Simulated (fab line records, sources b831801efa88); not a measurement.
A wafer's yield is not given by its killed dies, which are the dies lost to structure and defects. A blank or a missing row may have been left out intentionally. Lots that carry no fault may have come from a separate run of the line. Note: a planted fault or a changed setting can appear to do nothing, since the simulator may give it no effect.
What tool caused it? -- flow gf180mcu -- 12 lots with 36 wafers sampled at 5 steps, on a route of 602 steps

## WHAT EACH GAUGE READ, for each wafer
GF_SAB_OVL_MEAS_10.
lot,measured,on,SAB_OVL (nm)
L543,day 15 11:49,overlay-02,0.9 -0.4 1.0
L544,day 15 19:16,overlay-02,1.8 1.5 1.5
L546,day 16 14:32,overlay-02,3.0 0.6 1.8
L550,day 17 17:52,overlay-01,-1.1 -1.3 -2.0
L551,day 18 07:48,overlay-02,-1.3 0.6 -1.7
L553,day 19 03:58,overlay-01,1.0 -0.2 0.4
L554,day 19 10:14,overlay-01,2.5 0.2 1.3
L555,day 19 15:57,overlay-01,2.4 2.0 1.9
L558,day 20 15:18,overlay-01,-0.5 -0.7 -0.3
L563,day 22 10:14,overlay-01,0.4 0.2 1.0
L564,day 22 19:07,overlay-02,-1.0 -0.3 1.1
L565,day 23 13:50,overlay-02,1.4 0.4 1.3

## TOOL THAT RAN EACH LOT (tool first, then ch and the chambers of the sampled wafers, then the start)
lot,GF_NWELL_COAT_02,GF_NWELL_STRIP_10,GF_HV_LDD_STRIP_37,GF_HV_LDD_STRIP_49
L543,"lithoTrack-03 ch 0, day 3 06:05","plasmaAsher-02 ch 0,1, day 3 13:27","plasmaAsher-03 ch 0,1, day 11 21:21","plasmaAsher-03 ch 0,1, day 12 16:55"
L544,"lithoTrack-02 ch 0, day 3 11:59","plasmaAsher-01 ch 0,1, day 3 19:36","plasmaAsher-03 ch 0,1, day 12 05:12","plasmaAsher-01 ch 0,1, day 13 01:08"
L546,"lithoTrack-03 ch 0, day 3 23:05","plasmaAsher-02 ch 0,1, day 4 05:41","plasmaAsher-04 ch 0,1, day 12 22:44","plasmaAsher-01 ch 0, day 13 18:47"
L550,"lithoTrack-04 ch 0, day 4 18:47","plasmaAsher-02 ch 0,1, day 5 01:49","plasmaAsher-01 ch 0,1, day 14 00:02","plasmaAsher-01 ch 0,1, day 14 21:15"
L551,"lithoTrack-04 ch 0, day 5 02:03","plasmaAsher-04 ch 0,1, day 5 09:38","plasmaAsher-01 ch 0,1, day 14 12:16","plasmaAsher-04 ch 0,1, day 15 09:54"
L553,"lithoTrack-02 ch 0, day 5 13:14","plasmaAsher-04 ch 0,1, day 5 21:03","plasmaAsher-03 ch 0,1, day 15 06:19","plasmaAsher-03 ch 0,1, day 16 04:34"
L554,"lithoTrack-04 ch 0, day 5 17:33","plasmaAsher-04 ch 0,1, day 6 01:46","plasmaAsher-01 ch 0,1, day 15 12:35","plasmaAsher-03 ch 0, day 16 10:26"
L555,"lithoTrack-04 ch 0, day 5 23:16","plasmaAsher-02 ch 0,1, day 6 07:28","plasmaAsher-03 ch 0,1, day 15 17:06","plasmaAsher-04 ch 0,1, day 16 15:23"
L558,"lithoTrack-04 ch 0, day 6 14:46","plasmaAsher-04 ch 0,1, day 6 22:46","plasmaAsher-01 ch 0,1, day 16 14:59","plasmaAsher-03 ch 1, day 17 12:00"
L563,"lithoTrack-03 ch 0, day 7 17:26","plasmaAsher-04 ch 0,1, day 8 01:34","plasmaAsher-03 ch 0,1, day 18 07:02","plasmaAsher-04 ch 0,1, day 19 06:41"
L564,"lithoTrack-03 ch 0, day 7 23:52","plasmaAsher-04 ch 0,1, day 8 08:22","plasmaAsher-01 ch 0,1, day 18 16:59","plasmaAsher-01 ch 0,1, day 19 16:47"
L565,"lithoTrack-03 ch 0, day 8 05:50","plasmaAsher-02 ch 0,1, day 8 14:40","plasmaAsher-04 ch 0,1, day 19 11:11","plasmaAsher-01 ch 0,1, day 20 12:02"
- GF_NWELL_COAT_02: resist thk 3000 nm.
- GF_NWELL_STRIP_10: strips in O2/N2.
- GF_HV_LDD_STRIP_37: strips in O2/N2.
- GF_HV_LDD_STRIP_49: strips in O2/N2.

## WHAT THE TOOLS THEMSELVES READ (means of the sampled wafers that have a number; where no wafer has one, the mark that the record gives instead)
GF_NWELL_STRIP_10.
lot,tool,drypumpMotorCurrentA (A),heaterPowerW (W),oesProductAu (a.u.),stripTimeToEndpointS (s)
L543,plasmaAsher-02,6.1,334,0.718,36.83
L544,plasmaAsher-01,5.7,328,0.724,37.00
L546,plasmaAsher-02,5.7,328,0.723,37.00
L550,plasmaAsher-02,6.0,328,0.727,36.99
L551,plasmaAsher-04,5.7,290,0.718,36.79
L553,plasmaAsher-04,5.7,283,0.726,36.97
L554,plasmaAsher-04,5.2,289,0.719,37.02
L555,plasmaAsher-02,5.7,328,0.720,27.22
L558,plasmaAsher-04,5.6,288,0.716,27.15
L563,plasmaAsher-04,5.2,288,0.721,36.92
L564,plasmaAsher-04,5.2,293,0.725,36.99
L565,plasmaAsher-02,5.7,328,0.722,36.96

GF_HV_LDD_STRIP_37.
lot,tool,drypumpMotorCurrentA (A),heaterPowerW (W),oesProductAu (a.u.),stripTimeToEndpointS (s)
L543,plasmaAsher-03,6.0,292,0.717,12.65
L544,plasmaAsher-03,6.1,323,0.719,12.63
L546,plasmaAsher-04,5.6,284,0.720,12.71
L550,plasmaAsher-01,5.7,335,0.717,12.68
L551,plasmaAsher-01,5.7,325,0.718,12.61
L553,plasmaAsher-03,6.1,296,0.718,12.64
L554,plasmaAsher-01,5.7,327,0.714,12.62
L555,plasmaAsher-03,6.1,316,0.715,12.65
L558,plasmaAsher-01,5.7,327,0.718,12.61
L563,plasmaAsher-03,6.1,289,0.715,12.62
L564,plasmaAsher-01,5.6,337,0.719,12.65
L565,plasmaAsher-04,5.2,299,0.715,12.67

GF_HV_LDD_STRIP_49.
lot,tool,drypumpMotorCurrentA (A),heaterPowerW (W),oesProductAu (a.u.),stripTimeToEndpointS (s)
L543,plasmaAsher-03,6.1,329,0.717,12.61
L544,plasmaAsher-01,5.7,326,0.717,12.69
L546,plasmaAsher-01,5.5,352,0.716,12.65
L550,plasmaAsher-01,5.7,326,0.719,12.68
L551,plasmaAsher-04,5.2,289,0.713,12.62
L553,plasmaAsher-03,6.1,290,0.718,12.63
L554,plasmaAsher-03,6.0,262,0.716,12.65
L555,plasmaAsher-04,5.2,290,0.719,12.62
L558,plasmaAsher-03,6.2,356,0.716,12.64
L563,plasmaAsher-04,5.6,301,0.712,12.66
L564,plasmaAsher-01,5.7,327,0.716,12.66
L565,plasmaAsher-01,5.7,330,0.716,12.63

## THE ANSWER, worked out from the rows above alone
Rule: usual is defined by the lots themselves. The widest of any qualifying gaps counts: lots, ordered by their means at a reading, are off when they make up no more than a third of the lots, leave a main group of 4 or more, and stand apart from it by 3 or more times the standard deviation of that group's means. The tables above print the reading to a certain number of digits; a main group whose means all agree to those digits is not used. A lot without any number at a reading at which 4 lots or more have one is off too. Any other lot the step has rows for is counted as sound. The gauges are gone through in route order, then the tools' own readings, and for those a lot's mean is taken as printed above. The first step at which some lot is off is used, and at that step the reading that is off furthest; a lot without a number counts as furthest.
Off, at GF_NWELL_STRIP_10 on stripTimeToEndpointS: L555, L558. For the main group the mean is 36.95 s and the standard deviation 0.074.
If a tool, at that step or one of the process steps before it, ran each lot that is off and ran no sound lot following the first of them, it fits. One fits: GF_NWELL_COAT_02 on lithoTrack-04. Its last sound lot is L554 (day 5 17:33), its first lot that is off L555 (day 5 23:16): a fault that began between those two fits.

## WHAT THE SIMULATOR PUT IN
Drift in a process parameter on lithoTrack-04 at GF_NWELL_COAT_02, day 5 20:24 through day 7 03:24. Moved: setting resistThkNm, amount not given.
Struck lots among those shown: L555, L558. The rule above found the same.
